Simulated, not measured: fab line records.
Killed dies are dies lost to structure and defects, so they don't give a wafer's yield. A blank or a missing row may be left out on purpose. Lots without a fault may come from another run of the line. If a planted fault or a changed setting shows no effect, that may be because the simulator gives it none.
fab line records ; flow sky130
record lots=6; wafers=18; last-day=50
route steps=708 shown LDD_N@245 LDD_P@255 LDD_HVN@267 LDD_HVP@278 LDD_LDN@302 PAD_OPEN@708
lots that met no fault: from a run of the same line without faults
start-h: hours from the record's first day to the start of the lot's first wafer shown ; wait-h: hours since the lot's step before ; " the same as in the row above ; L1.1+2: a single row standing in for several wafers ; - either no value or no given start ; * or withheld: withheld ; < > ~ a bound
route shown NAME@n: a module of which the file shows steps, and the number in the route of the first ; usual: the fault-free wafers' mean and standard deviation ; same: alike in all rows ; chamber/n: place in a boat ; sites: per-site readings ; _std_site: the standard deviation of these ; _edge_site: the outer-site mean with the inner-site mean subtracted ; radius-mm: how far each site lies from the wafer's centre ; mask NAME#n: copy n ; behind: tool/chamber where the wafer was last shaped ; hold: why the lot went on hold/how many hours it stayed there/how the hold came to an end ; device: names the non-switching transistor (n, p or np) ; end of line: the same wafers' tests at the end of the route ; a step with no rows: only its recipe ; killed: not the wafer's yield, but the dies lost to structure and defects at the first sort ; map: shows each die of a wafer: x if killed, . if not, _ if none is there
set.NAME: the setting the step ran with; set.NAME@STEP: the setting that earlier step ran with ; model.NAME: the simulator's own value behind a step, which no gauge read
lots at selected steps of the route; one table per step, one row per wafer
services: the hour from which a tool's chamber was out of use, counted from the record's first day as start-h (under 0 if before that day), plus the number of hours and why
## steps
# step SKY_LDD_N_IMPLANT_08
# recipe species=As; energy-kev=20; dose-cm2=7.5e+13; tilt-deg=withheld; rotation-deg=23
# step SKY_LDD_N_IMPLANT_09
# recipe species=As; energy-kev=20; dose-cm2=7.5e+13; tilt-deg=withheld; rotation-deg=113
# step SKY_LDD_N_IMPLANT_10
# recipe species=As; energy-kev=20; dose-cm2=7.5e+13; tilt-deg=withheld; rotation-deg=203
# step SKY_LDD_N_IMPLANT_11
# recipe species=As; energy-kev=20; dose-cm2=7.5e+13; tilt-deg=withheld; rotation-deg=293
# step SKY_LDD_N_IMPLANT_12
# recipe species=BF2; energy-kev=50; dose-cm2=5e+12; tilt-deg=30; rotation-deg=0
# step SKY_LDD_N_IMPLANT_13
# recipe species=BF2; energy-kev=50; dose-cm2=5e+12; tilt-deg=30; rotation-deg=90
# step SKY_LDD_N_IMPLANT_14
# recipe species=BF2; energy-kev=50; dose-cm2=5e+12; tilt-deg=30; rotation-deg=180
# step SKY_LDD_N_IMPLANT_15
# recipe species=BF2; energy-kev=50; dose-cm2=5e+12; tilt-deg=30; rotation-deg=270
# step SKY_LDD_N_STRIP_16
# recipe chemistry=O2/N2; power-w=1400; pressure-mtorr=1500; platen-temp-c=withheld; o2-flow-sccm=3000; n2-flow-sccm=300; overash-fraction=0.5
# usual drypump-motor-current-A=5.6/0.47; oes-product-au=0.406/0.0044; strip-time-to-endpoint-s=4.315/0.017
lot.wafer;tool;chamber;start-h;wait-h;drypump-motor-current-A;oes-product-au;rf-hours-counter-h;strip-time-to-endpoint-s
L309.3;plasma-asher-02;0;423.85;0.1;5.2;0.416;-;4.312
L309.5;plasma-asher-02;0;423.85;0.1;5.2;0.400;-;4.313
L309.6;plasma-asher-02;1;423.85;0.1;6.5;0.400;-;4.282
L312.1;plasma-asher-01;0;449.77;0.1;5.7;0.413;32;4.296
L312.4;plasma-asher-01;1;449.77;0.1;5.4;0.407;-;4.310
L312.5;plasma-asher-01;1;449.77;0.1;5.4;0.406;-;4.335
L316.4;plasma-asher-02;1;504.58;0.1;6.5;0.408;-;4.316
L316.5;plasma-asher-02;1;504.58;0.1;6.5;0.408;-;4.304
L316.6;plasma-asher-02;0;504.58;0.1;5.2;0.412;-;4.313
L318.1;plasma-asher-01;0;508.21;0.1;5.7;0.408;37;4.302
L318.5;plasma-asher-01;0;508.21;0.1;5.7;0.405;-;4.307
L318.6;plasma-asher-01;1;508.21;0.1;5.4;0.406;-;4.301
L328.3;plasma-asher-01;1;584.93;0.1;5.4;0.409;-;4.324
L328.5;plasma-asher-01;0;584.93;0.1;5.6;0.403;-;4.350
L328.6;plasma-asher-01;1;584.93;0.1;5.4;0.406;-;4.334
L329.1;plasma-asher-02;0;593.66;0.1;5.2;0.409;94;4.314
L329.5;plasma-asher-02;0;593.66;0.1;5.3;0.416;-;4.334
L329.6;plasma-asher-02;1;593.66;0.1;6.5;0.407;-;4.320
# step SKY_LDD_N_TW_MEAS_17
# usual LDD_N_TW=2583/11
lot.wafer;tool;chamber;start-h;wait-h;LDD_N_TW
L309.3;film-metro-02;-;423.94;0.1;2578
L309.5;film-metro-02;-;423.94;0.1;2577
L309.6;film-metro-02;-;423.94;0.1;2571
L312.1;film-metro-03;-;449.87;0.1;2588
L312.4;film-metro-03;-;449.87;0.1;2584
L312.5;film-metro-03;-;449.87;0.1;2583
L316.4;film-metro-02;-;504.67;0.1;2562
L316.5;film-metro-02;-;504.67;0.1;2562
L316.6;film-metro-02;-;504.67;0.1;2587
L318.1;film-metro-01;-;508.31;0.1;2594
L318.5;film-metro-01;-;508.31;0.1;2590
L318.6;film-metro-01;-;508.31;0.1;2591
L328.3;film-metro-01;-;585.01;0.1;2588
L328.5;film-metro-01;-;585.01;0.1;2583
L328.6;film-metro-01;-;585.01;0.1;2591
L329.1;film-metro-01;-;593.76;0.1;2582
L329.5;film-metro-01;-;593.76;0.1;2581
L329.6;film-metro-01;-;593.76;0.1;2573
# step SKY_LDD_P_DEHYDRATE_00
# recipe temp-c=200; time-s=60
# step SKY_LDD_P_HMDS_01
# recipe prime-time-s=60; prime-temp-c=120
# step SKY_LDD_P_COAT_02
# recipe resist=NOVOLAK; spin-rpm=2974; resist-thk-nm=1140
# usual chill-plate-temp-C=23.00/0.11; dispense-pressure-kPa=49.0/1.2
lot.wafer;tool;chamber;start-h;wait-h;chill-plate-temp-C;dispense-pressure-kPa
L309.3;litho-track-04;0;438.96;0.1;23.02;49.5
L309.5;litho-track-04;0;438.96;0.1;23.00;49.5
L309.6;litho-track-04;0;438.96;0.1;23.03;49.5
L312.1;litho-track-04;0;465.56;0.1;22.83;49.5
L312.4;litho-track-04;0;465.56;0.1;22.94;49.5
L312.5;litho-track-04;0;465.56;0.1;23.05;49.5
L316.4;litho-track-04;-;519.63;0.1;-;-
L316.5;litho-track-04;-;519.63;0.1;-;-
L316.6;litho-track-04;-;519.63;0.1;-;-
L318.1;litho-track-04;-;523.96;0.1;-;-
L318.5;litho-track-04;-;523.96;0.1;-;-
L318.6;litho-track-04;-;523.96;0.1;-;-
L328.3;litho-track-02;0;599.62;0.1;22.92;46.2
L328.5;litho-track-02;0;599.62;0.1;22.84;46.3
L328.6;litho-track-02;0;599.62;0.1;22.99;46.3
L329.1;litho-track-01;0;608.67;0.1;23.15;49.5
L329.5;litho-track-01;0;608.67;0.1;23.07;49.6
L329.6;litho-track-01;0;608.67;0.1;23.07;49.6
# step SKY_LDD_P_SOFTBAKE_03
# recipe temp-c=90; time-s=60; resist=NOVOLAK
# step SKY_LDD_P_EXPOSE_04
# recipe mask-id=PSDM; na=0.6; source-shape=conventional; sigma-outer=0.6; polarization=unpolarized; target-cd-nm=380; dose-mj=138
# step SKY_LDD_P_PEB_05
# recipe temp-c=withheld; time-s=*; resist=NOVOLAK
# step SKY_LDD_P_DEVELOP_06
# recipe resist=NOVOLAK; developer=TMAH; develop-time-s=60; dev-temp-c=23
# step SKY_LDD_P_CD_MEAS_07
# recipe target-cd-nm=380
# usual cd-nm=378.2/2.7
lot.wafer;tool;chamber;start-h;wait-h;cd-nm
L309.3;cd-sem-02;-;455.20;0.1;375.2
L309.5;cd-sem-02;-;455.20;0.1;376.2
L309.6;cd-sem-02;-;455.20;0.1;377.3
L312.1;cd-sem-02;-;480.87;0.1;377.1
L312.4;cd-sem-02;-;480.87;0.1;379.7
L312.5;cd-sem-02;-;480.87;0.1;375.8
L316.4;cd-sem-02;-;534.73;0.1;-
L316.5;cd-sem-02;-;534.73;0.1;-
L316.6;cd-sem-02;-;534.73;0.1;-
L318.1;cd-sem-02;-;539.51;0.1;-
L318.5;cd-sem-02;-;539.51;0.1;-
L318.6;cd-sem-02;-;539.51;0.1;-
L328.3;cd-sem-01;-;614.26;0.1;378.0
L328.5;cd-sem-01;-;614.26;0.1;379.3
L328.6;cd-sem-01;-;614.26;0.1;380.8
L329.1;cd-sem-02;-;622.62;0.1;374.1
L329.5;cd-sem-02;-;622.62;0.1;375.3
L329.6;cd-sem-02;-;622.62;0.1;374.8
# step SKY_LDD_P_OVL_MEAS_08
# usual LDD_P_OVL=-0.5/1.4
lot.wafer;tool;chamber;start-h;wait-h;LDD_P_OVL[nm]
L309.3;overlay-02;-;455.29;0.1;-1.9
L309.5;overlay-02;-;455.29;0.1;-2.5
L309.6;overlay-02;-;455.29;0.1;-0.1
L312.1;overlay-02;-;480.99;0.1;1.5
L312.4;overlay-02;-;480.99;0.1;1.1
L312.5;overlay-02;-;480.99;0.1;0.6
L316.4;overlay-01;-;534.80;0.1;-
L316.5;overlay-01;-;534.80;0.1;-
L316.6;overlay-01;-;534.80;0.1;-
L318.1;overlay-02;-;539.63;0.1;-
L318.5;overlay-02;-;539.63;0.1;-
L318.6;overlay-02;-;539.63;0.1;-
L328.3;overlay-01;-;614.35;0.1;0.0
L328.5;overlay-01;-;614.35;0.1;-0.4
L328.6;overlay-01;-;614.35;0.1;-0.6
L329.1;overlay-02;-;622.74;0.1;0.2
L329.5;overlay-02;-;622.74;0.1;-0.8
L329.6;overlay-02;-;622.74;0.1;0.4
# step SKY_LDD_P_IMPLANT_09
# recipe species=BF2; energy-kev=25; dose-cm2=9.849e+12; tilt-deg=withheld
# step SKY_LDD_P_STRIP_10
# recipe chemistry=O2/N2; power-w=1400; pressure-mtorr=1500; platen-temp-c=withheld; o2-flow-sccm=3000; n2-flow-sccm=300; overash-fraction=0.5
# usual drypump-motor-current-A=5.8/0.57; oes-product-au=0.715/0.0045; strip-time-to-endpoint-s=14.22/0.038
lot.wafer;tool;chamber;start-h;wait-h;drypump-motor-current-A;oes-product-au;rf-hours-counter-h;strip-time-to-endpoint-s
L309.3;plasma-asher-02;1;455.50;0.1;6.5;0.721;-;14.22
L309.5;plasma-asher-02;1;455.50;0.1;6.5;0.713;-;14.22
L309.6;plasma-asher-02;0;455.50;0.1;5.2;0.720;-;14.25
L312.1;plasma-asher-02;1;481.17;0.1;6.5;0.711;82;14.16
L312.4;plasma-asher-02;1;481.17;0.1;6.5;0.712;-;14.22
L312.5;plasma-asher-02;1;481.17;0.1;6.5;0.715;-;14.20
L316.4;plasma-asher-02;1;535.00;0.1;6.5;-;-;-
L316.5;plasma-asher-02;0;535.00;0.1;5.2;-;-;-
L316.6;plasma-asher-02;1;535.00;0.1;6.5;-;-;-
L318.1;plasma-asher-03;1;539.82;0.1;5.9;-;70;-
L318.5;plasma-asher-03;1;539.82;0.1;5.9;-;-;-
L318.6;plasma-asher-03;0;539.82;0.1;6.0;-;-;-
L328.3;plasma-asher-03;0;614.56;0.1;6.0;0.708;-;14.22
L328.5;plasma-asher-03;0;614.56;0.1;6.0;0.721;-;14.18
L328.6;plasma-asher-03;1;614.56;0.1;5.9;0.718;-;14.20
L329.1;plasma-asher-03;1;622.93;0.1;5.8;0.717;78;14.18
L329.5;plasma-asher-03;0;622.93;0.1;6.0;0.718;-;14.16
L329.6;plasma-asher-03;1;622.93;0.1;5.8;0.722;-;14.17
# step SKY_LDD_P_TW_MEAS_11
# usual LDD_P_TW=635/5.4
lot.wafer;tool;chamber;start-h;wait-h;LDD_P_TW
L309.3;film-metro-03;-;455.58;0.1;628
L309.5;film-metro-03;-;455.58;0.1;631
L309.6;film-metro-03;-;455.58;0.1;631
L312.1;film-metro-04;-;481.27;0.1;644
L312.4;film-metro-04;-;481.27;0.1;641
L312.5;film-metro-04;-;481.27;0.1;641
L316.4;film-metro-01;-;535.10;0.1;626
L316.5;film-metro-01;-;535.10;0.1;633
L316.6;film-metro-01;-;535.10;0.1;627
L318.1;film-metro-03;-;539.92;0.1;635
L318.5;film-metro-03;-;539.92;0.1;634
L318.6;film-metro-03;-;539.92;0.1;634
L328.3;film-metro-04;-;614.65;0.1;645
L328.5;film-metro-04;-;614.65;0.1;644
L328.6;film-metro-04;-;614.65;0.1;638
L329.1;film-metro-01;-;623.03;0.1;632
L329.5;film-metro-01;-;623.03;0.1;637
L329.6;film-metro-01;-;623.03;0.1;629
# step SKY_LDD_HVN_DEHYDRATE_00
# recipe temp-c=200; time-s=60
# step SKY_LDD_HVN_HMDS_01
# recipe prime-time-s=60; prime-temp-c=120
# step SKY_LDD_HVN_COAT_02
# recipe resist=NOVOLAK; spin-rpm=3000; resist-thk-nm=300
# step SKY_LDD_HVN_SOFTBAKE_03
# recipe temp-c=90; time-s=60; resist=NOVOLAK
# step SKY_LDD_HVN_EXPOSE_04
# recipe mask-id=HVNTM; na=0.6; source-shape=conventional; sigma-outer=0.6; polarization=unpolarized; target-cd-nm=700; dose-mj=127
# step SKY_LDD_HVN_PEB_05
# recipe temp-c=withheld; time-s=*; resist=NOVOLAK
# step SKY_LDD_HVN_DEVELOP_06
# recipe resist=NOVOLAK; developer=TMAH; develop-time-s=60; dev-temp-c=23
# step SKY_LDD_HVN_OVL_MEAS_07
# usual LDD_HVN_OVL=0.3/1.6
lot.wafer;tool;chamber;start-h;wait-h;LDD_HVN_OVL[nm]
L309.3;overlay-02;-;485.88;0.1;2.5
L309.5;overlay-02;-;485.88;0.1;1.2
L309.6;overlay-02;-;485.88;0.1;5.5
L312.1;overlay-02;-;511.92;0.1;-1.1
L312.4;overlay-02;-;511.92;0.1;-0.3
L312.5;overlay-02;-;511.92;0.1;-1.4
L316.4;overlay-01;-;565.65;0.1;0.0
L316.5;overlay-01;-;565.65;0.1;1.9
L316.6;overlay-01;-;565.65;0.1;0.2
L318.1;overlay-02;-;570.67;0.1;0.4
L318.5;overlay-02;-;570.67;0.1;0.6
L318.6;overlay-02;-;570.67;0.1;1.3
L328.3;overlay-02;-;642.48;0.1;1.5
L328.5;overlay-02;-;642.48;0.1;-0.4
L328.6;overlay-02;-;642.48;0.1;0.9
L329.1;overlay-01;-;650.47;0.1;-1.2
L329.5;overlay-01;-;650.47;0.1;0.9
L329.6;overlay-01;-;650.47;0.1;0.2
# step SKY_LDD_HVN_IMPLANT_08
# recipe species=P; energy-kev=60; dose-cm2=3e+13; tilt-deg=40
# step SKY_LDD_HVN_STRIP_09
# recipe chemistry=O2/N2; power-w=1400; pressure-mtorr=1500; platen-temp-c=withheld; o2-flow-sccm=3000; n2-flow-sccm=300; overash-fraction=0.5
# usual drypump-motor-current-A=5.9/0.47; oes-product-au=0.408/0.0057; strip-time-to-endpoint-s=4.139/0.023
lot.wafer;tool;chamber;start-h;wait-h;drypump-motor-current-A;oes-product-au;rf-hours-counter-h;strip-time-to-endpoint-s
L309.3;plasma-asher-02;0;486.09;0.1;5.2;0.408;-;4.155
L309.5;plasma-asher-02;0;486.09;0.1;5.2;0.403;-;4.128
L309.6;plasma-asher-02;1;486.09;0.1;6.5;0.413;-;4.143
L312.1;plasma-asher-02;1;512.11;0.1;6.5;0.402;85;4.142
L312.4;plasma-asher-02;1;512.11;0.1;6.5;0.405;-;4.156
L312.5;plasma-asher-02;1;512.11;0.1;6.4;0.412;-;4.143
L316.4;plasma-asher-02;1;565.85;0.1;6.5;0.407;-;4.144
L316.5;plasma-asher-02;1;565.85;0.1;6.5;0.408;-;4.155
L316.6;plasma-asher-02;0;565.85;0.1;5.2;0.412;-;4.141
L318.1;plasma-asher-03;1;570.86;0.1;5.9;0.407;73;4.174
L318.5;plasma-asher-03;0;570.86;0.1;6.0;0.416;-;4.178
L318.6;plasma-asher-03;1;570.86;0.1;5.9;0.415;-;4.191
L328.3;plasma-asher-03;0;642.68;0.1;6.0;0.411;-;4.173
L328.5;plasma-asher-03;1;642.68;0.1;5.9;0.410;-;4.185
L328.6;plasma-asher-03;0;642.68;0.1;6.0;0.407;-;4.189
L329.1;plasma-asher-01;1;650.65;0.1;5.4;0.410;51;4.123
L329.5;plasma-asher-01;0;650.65;0.1;5.7;0.407;-;4.114
L329.6;plasma-asher-01;1;650.65;0.1;5.4;0.406;-;4.136
# step SKY_LDD_HVN_TW_MEAS_10
# usual LDD_HVN_TW=1443/17
lot.wafer;tool;chamber;start-h;wait-h;LDD_HVN_TW
L309.3;film-metro-04;-;486.18;0.1;1450
L309.5;film-metro-04;-;486.18;0.1;1461
L309.6;film-metro-04;-;486.18;0.1;1449
L312.1;film-metro-04;-;512.21;0.1;1460
L312.4;film-metro-04;-;512.21;0.1;1461
L312.5;film-metro-04;-;512.21;0.1;1446
L316.4;film-metro-01;-;565.95;0.1;1454
L316.5;film-metro-01;-;565.95;0.1;1457
L316.6;film-metro-01;-;565.95;0.1;1466
L318.1;film-metro-02;-;570.96;0.1;1458
L318.5;film-metro-02;-;570.96;0.1;1452
L318.6;film-metro-02;-;570.96;0.1;1460
L328.3;film-metro-02;-;642.77;0.1;1424
L328.5;film-metro-02;-;642.77;0.1;1428
L328.6;film-metro-02;-;642.77;0.1;1421
L329.1;film-metro-04;-;650.75;0.1;1470
L329.5;film-metro-04;-;650.75;0.1;1478
L329.6;film-metro-04;-;650.75;0.1;1467
# step SKY_LDD_HVP_DEHYDRATE_00
# recipe temp-c=200; time-s=60
# step SKY_LDD_HVP_HMDS_01
# recipe prime-time-s=60; prime-temp-c=120
# step SKY_LDD_HVP_COAT_02
# recipe resist=NOVOLAK; spin-rpm=3000; resist-thk-nm=300
# step SKY_LDD_HVP_SOFTBAKE_03
# recipe temp-c=90; time-s=60; resist=NOVOLAK
# step SKY_LDD_HVP_EXPOSE_04
# recipe mask-id=HVPTM; na=0.6; source-shape=conventional; sigma-outer=0.6; polarization=unpolarized; target-cd-nm=700; dose-mj=86
# step SKY_LDD_HVP_PEB_05
# recipe temp-c=withheld; time-s=*; resist=NOVOLAK
# step SKY_LDD_HVP_DEVELOP_06
# recipe resist=NOVOLAK; developer=TMAH; develop-time-s=60; dev-temp-c=23
# step SKY_LDD_HVP_OVL_MEAS_07
# usual LDD_HVP_OVL=-0.1/1.5
lot.wafer;tool;chamber;start-h;wait-h;LDD_HVP_OVL[nm]
L309.3;overlay-01;-;516.57;0.1;0.0
L309.5;overlay-01;-;516.57;0.1;0.8
L309.6;overlay-01;-;516.57;0.1;0.4
L312.1;overlay-01;-;542.71;0.1;1.6
L312.4;overlay-01;-;542.71;0.1;0.5
L312.5;overlay-01;-;542.71;0.1;2.6
L316.4;overlay-02;-;592.90;0.1;-2.5
L316.5;overlay-02;-;592.90;0.1;-0.3
L316.6;overlay-02;-;592.90;0.1;-2.2
L318.1;overlay-02;-;598.67;0.1;1.4
L318.5;overlay-02;-;598.67;0.1;1.1
L318.6;overlay-02;-;598.67;0.1;2.0
L328.3;overlay-02;-;670.39;0.1;0.4
L328.5;overlay-02;-;670.39;0.1;1.5
L328.6;overlay-02;-;670.39;0.1;0.6
L329.1;overlay-01;-;678.23;0.1;-0.5
L329.5;overlay-01;-;678.23;0.1;-0.6
L329.6;overlay-01;-;678.23;0.1;-2.3
# step SKY_LDD_HVP_IMPLANT_08
# recipe species=B; energy-kev=20; dose-cm2=1.7e+13; tilt-deg=17.9
# step SKY_LDD_HVP_TW_MEAS_10
# usual LDD_HVP_TW=459/4.9
lot.wafer;tool;chamber;start-h;wait-h;LDD_HVP_TW
L309.3;film-metro-04;-;516.86;0.1;464
L309.5;film-metro-04;-;516.86;0.1;464
L309.6;film-metro-04;-;516.86;0.1;461
L312.1;film-metro-03;-;543.00;0.1;457
L312.4;film-metro-03;-;543.00;0.1;456
L312.5;film-metro-03;-;543.00;0.1;455
L316.4;film-metro-03;-;593.20;0.1;701
L316.5;film-metro-03;-;593.20;0.1;702
L316.6;film-metro-03;-;593.20;0.1;698
L318.1;film-metro-03;-;598.95;0.1;699
L318.5;film-metro-03;-;598.95;0.1;701
L318.6;film-metro-03;-;598.95;0.1;698
L328.3;film-metro-04;-;670.69;0.1;465
L328.5;film-metro-04;-;670.69;0.1;465
L328.6;film-metro-04;-;670.69;0.1;467
L329.1;film-metro-03;-;678.52;0.1;456
L329.5;film-metro-03;-;678.52;0.1;454
L329.6;film-metro-03;-;678.52;0.1;456
# step SKY_LDD_LDN_TW_MEAS_13
# usual LDD_LDN_TW=1476/7.3
lot.wafer;tool;chamber;start-h;wait-h;LDD_LDN_TW
L309.3;film-metro-02;-;548.36;0.1;1477
L309.5;film-metro-02;-;548.36;0.1;1477
L309.6;film-metro-02;-;548.36;0.1;1481
L312.1;film-metro-03;-;573.97;0.1;1484
L312.4;film-metro-03;-;573.97;0.1;1475
L312.5;film-metro-03;-;573.97;0.1;1478
L316.4;film-metro-03;-;622.49;0.1;1512
L316.5;film-metro-03;-;622.49;0.1;1505
L316.6;film-metro-03;-;622.49;0.1;1505
L318.1;film-metro-01;-;627.31;0.1;1493
L318.5;film-metro-01;-;627.31;0.1;1492
L318.6;film-metro-01;-;627.31;0.1;1498
L328.3;film-metro-03;-;699.34;0.1;1480
L328.5;film-metro-03;-;699.34;0.1;1479
L328.6;film-metro-03;-;699.34;0.1;1476
L329.1;film-metro-01;-;706.72;0.1;1482
L329.5;film-metro-01;-;706.72;0.1;1471
L329.6;film-metro-01;-;706.72;0.1;1481
# step SKY_PAD_OPEN_PROBE_99
# usual killed_at_M0_to_M3=44/6.6; killed_at_M4_up=3.0/2; killed-at-contacts=24/5.1; killed-at-front-end=15/4.1; killed-at-other=0.4/0.62; killed-dies=86/9.3; killed-on-rim=17/3.7; killed-open=46/6.8; killed-short=40/5.8
# same gross-dies=492; killed-at-back-side=0
lot.wafer;tool;chamber;start-h;wait-h;killed_at_M0_to_M3;killed_at_M4_up;killed-at-contacts;killed-at-front-end;killed-at-other;killed-dies;killed-on-rim;killed-open;killed-short
L309.3;prober-01;-;1084.12;0.2;50;0;33;16;3;102;20;46;53
L309.5;prober-01;-;1084.22;0.2;36;4;25;16;0;81;13;39;42
L309.6;prober-01;-;1084.27;0.2;39;3;33;14;0;89;16;46;43
L312.1;prober-01;-;1107.78;0.1;41;1;15;17;1;75;8;39;36
L312.4;prober-01;-;1107.93;0.2;49;3;17;12;0;81;19;43;38
L312.5;prober-01;-;1107.98;0.2;42;3;23;11;0;79;19;42;37
L316.4;prober-02;-;1141.44;0.2;48;1;33;410;0;492;96;52;45
L316.5;prober-02;-;1141.49;0.2;42;5;25;420;0;492;96;44;47
L316.6;prober-02;-;1141.54;0.2;48;2;31;410;1;492;96;60;37
L318.1;prober-01;-;1144.91;0.1;42;3;26;421;0;492;96;43;47
L318.5;prober-01;-;1145.11;0.2;46;5;27;414;0;492;96;52;46
L318.6;prober-01;-;1145.16;0.2;40;5;15;431;1;492;96;40;41
# killed by level:class
L309.3 CONTACT:geometric-particle:open=14 VIA3:geometric-particle:open=12 LOCAL_INTERCONNECT:geometric-particle:short=10 VIA1:geometric-particle:open=7 FIELD_ISO:geometric-particle:short=5 METAL3:geometric-particle:short=5 VIA3:geometric-particle:short=5 POLY_GATE:geometric-particle:short=4
L309.5 CONTACT:geometric-particle:open=13 VIA3:geometric-particle:open=8 POLY_GATE:geometric-particle:short=7 METAL1:geometric-particle:short=5 METAL2:geometric-particle:short=5 FIELD_ISO:geometric-particle:short=4 LI_CONTACT:geometric-particle:open=4 VIA1:geometric-particle:short=4
L309.6 CONTACT:geometric-particle:open=11 VIA1:geometric-particle:short=8 METAL1:geometric-particle:short=8 LI_CONTACT:geometric-particle:open=7 CONTACT:geometric-particle:short=6 METAL2:geometric-particle:short=5 LOCAL_INTERCONNECT:geometric-particle:short=5 VIA1:geometric-particle:open=5
L312.1 VIA2:geometric-particle:open=8 FIELD_ISO:geometric-particle:short=7 VIA1:geometric-particle:open=7 VIA3:geometric-particle:open=7 CONTACT:geometric-particle:open=6 METAL1:geometric-particle:short=6 CONTACT:geometric-particle:short=5 VIA1:geometric-particle:short=4
L312.4 VIA2:geometric-particle:open=11 METAL2:geometric-particle:short=7 VIA3:geometric-particle:open=6 LI_CONTACT:geometric-particle:open=5 VIA1:geometric-particle:open=5 LOCAL_INTERCONNECT:geometric-particle:short=4 CONTACT:geometric-particle:open=4 METAL1:geometric-particle:short=4
L312.5 CONTACT:geometric-particle:open=12 VIA3:geometric-particle:open=7 VIA2:geometric-particle:open=6 METAL2:geometric-particle:short=5 VIA1:geometric-particle:open=5 METAL3:geometric-particle:short=5 LI_CONTACT:geometric-particle:open=4 CONTACT:geometric-particle:short=4
L316.4 LDD_P:area-expose=395 LI_CONTACT:geometric-particle:open=11 VIA1:geometric-particle:open=11 CONTACT:geometric-particle:open=9 VIA1:geometric-particle:short=8 POLY_GATE:geometric-particle:short=5 CONTACT:geometric-particle:short=5 VIA2:geometric-particle:open=5
L316.5 LDD_P:area-expose=401 VIA1:geometric-particle:open=11 CONTACT:geometric-particle:open=10 METAL1:geometric-particle:short=8 CONTACT:geometric-particle:short=7 METAL4:geometric-particle:short=5 FIELD_ISO:geometric-particle:open=4 POLY_GATE:geometric-particle:short=4
L316.6 LDD_P:area-expose=393 CONTACT:geometric-particle:open=15 VIA1:geometric-particle:open=11 VIA3:geometric-particle:open=10 POLY_GATE:geometric-particle:short=6 METAL1:geometric-particle:short=6 LI_CONTACT:geometric-particle:open=5 METAL2:geometric-particle:short=5
L318.1 LDD_P:area-expose=402 VIA1:geometric-particle:open=8 CONTACT:geometric-particle:open=7 VIA2:geometric-particle:open=7 FIELD_ISO:geometric-particle:open=6 FIELD_ISO:geometric-particle:short=6 CONTACT:geometric-particle:short=6 VIA3:geometric-particle:short=6
L318.5 LDD_P:area-expose=394 VIA1:geometric-particle:open=9 VIA3:geometric-particle:open=8 LI_CONTACT:geometric-particle:open=8 VIA2:geometric-particle:open=8 POLY_GATE:geometric-particle:open=6 FIELD_ISO:geometric-particle:short=5 POLY_GATE:geometric-particle:short=5
L318.6 LDD_P:area-expose=409 FIELD_ISO:geometric-particle:open=8 VIA1:geometric-particle:open=8 METAL1:geometric-particle:short=8 VIA1:geometric-particle:short=6 VIA3:geometric-particle:open=6 POLY_GATE:geometric-particle:short=5 FIELD_ISO:geometric-particle:short=4
# map L316.4 (x killed, . not)
__________xxxxxxxxxx_________
________xxxxxxxxxxxxxx_______
______xxxxxxxxxxxxxxxxxx_____
_____xxxxxxxxxxxxxxxxxxxx____
____xxxxxxxxxxxxxxxxxxxxxx___
___xxxxxxxxxxxxxxxxxxxxxxxx__
__xxxxxxxxxxxxxxxxxxxxxxxxxx_
_xxxxxxxxxxxxxxxxxxxxxxxxxxxx
_xxxxxxxxxxxxxxxxxxxxxxxxxxxx
_xxxxxxxxxxxxxxxxxxxxxxxxxxxx
_xxxxxxxxxxxxxxxxxxxxxxxxxxxx
_xxxxxxxxxxxxxxxxxxxxxxxxxxxx
_xxxxxxxxxxxxxxxxxxxxxxxxxxxx
_xxxxxxxxxxxxxxxxxxxxxxxxxxxx
_xxxxxxxxxxxxxxxxxxxxxxxxxxxx
__xxxxxxxxxxxxxxxxxxxxxxxxxx_
___xxxxxxxxxxxxxxxxxxxxxxxx__
____xxxxxxxxxxxxxxxxxxxxxx___
_____xxxxxxxxxxxxxxxxxxxx____
______xxxxxxxxxxxxxxxxxx_____
________xxxxxxxxxxxxxx_______
__________xxxxxxxxxx_________
# map L318.1 (x killed, . not)
__________xxxxxxxxxx_________
________xxxxxxxxxxxxxx_______
______xxxxxxxxxxxxxxxxxx_____
_____xxxxxxxxxxxxxxxxxxxx____
____xxxxxxxxxxxxxxxxxxxxxx___
___xxxxxxxxxxxxxxxxxxxxxxxx__
__xxxxxxxxxxxxxxxxxxxxxxxxxx_
_xxxxxxxxxxxxxxxxxxxxxxxxxxxx
_xxxxxxxxxxxxxxxxxxxxxxxxxxxx
_xxxxxxxxxxxxxxxxxxxxxxxxxxxx
_xxxxxxxxxxxxxxxxxxxxxxxxxxxx
_xxxxxxxxxxxxxxxxxxxxxxxxxxxx
_xxxxxxxxxxxxxxxxxxxxxxxxxxxx
_xxxxxxxxxxxxxxxxxxxxxxxxxxxx
_xxxxxxxxxxxxxxxxxxxxxxxxxxxx
__xxxxxxxxxxxxxxxxxxxxxxxxxx_
___xxxxxxxxxxxxxxxxxxxxxxxx__
____xxxxxxxxxxxxxxxxxxxxxx___
_____xxxxxxxxxxxxxxxxxxxx____
______xxxxxxxxxxxxxxxxxx_____
________xxxxxxxxxxxxxx_______
__________xxxxxxxxxx_________
## services
tool;chamber;start-h;hours;kind
plasma-asher-03;-;436.00;11.1;pm
plasma-asher-01;-;469.66;15.6;pm
plasma-asher-03;-;534.75;1.3;repair
## key
first-sign step=SKY_LDD_P_COAT_02; reading=tool-record; direction=missing
effect step=SKY_LDD_P_CD_MEAS_07; reading=cd-nm; direction=missing
effect step=SKY_LDD_P_OVL_MEAS_08; reading=LDD_P_OVL; direction=missing
effect step=SKY_LDD_HVP_TW_MEAS_10; reading=LDD_HVP_TW; direction=up; sigmas=50; usual=459; struck=700
effect step=SKY_LDD_LDN_TW_MEAS_13; reading=LDD_LDN_TW; direction=up; sigmas=3.3; usual=1476; struck=1501
effect step=SKY_PAD_OPEN_PROBE_99; reading=killed-at-front-end; direction=up; sigmas=99; usual=15; struck=418
more-kills-born-at SKY_LDD_P_EXPOSE_04@iline-stepper-01=2394
met-at SKY_LDD_P_COAT_02
struck-wafers L316.4,L316.5,L316.6,L318.1,L318.5,L318.6
tester-left-out L316,L318
onset-between 465.56 519.63
fault kind=skipped-step-whole; tool=litho-track-04; chamber=-; onset-h=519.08; steps=SKY_LDD_P_COAT_02; scope=struck-lots-only
# tester-left-out: of these lots the tester's yield and bins aren't shown, on N5 and GAA mostly nor the transistor test; their killed dies are dies lost to structure and defects alone, not to doping, threshold or leakage, so they don't give the yield
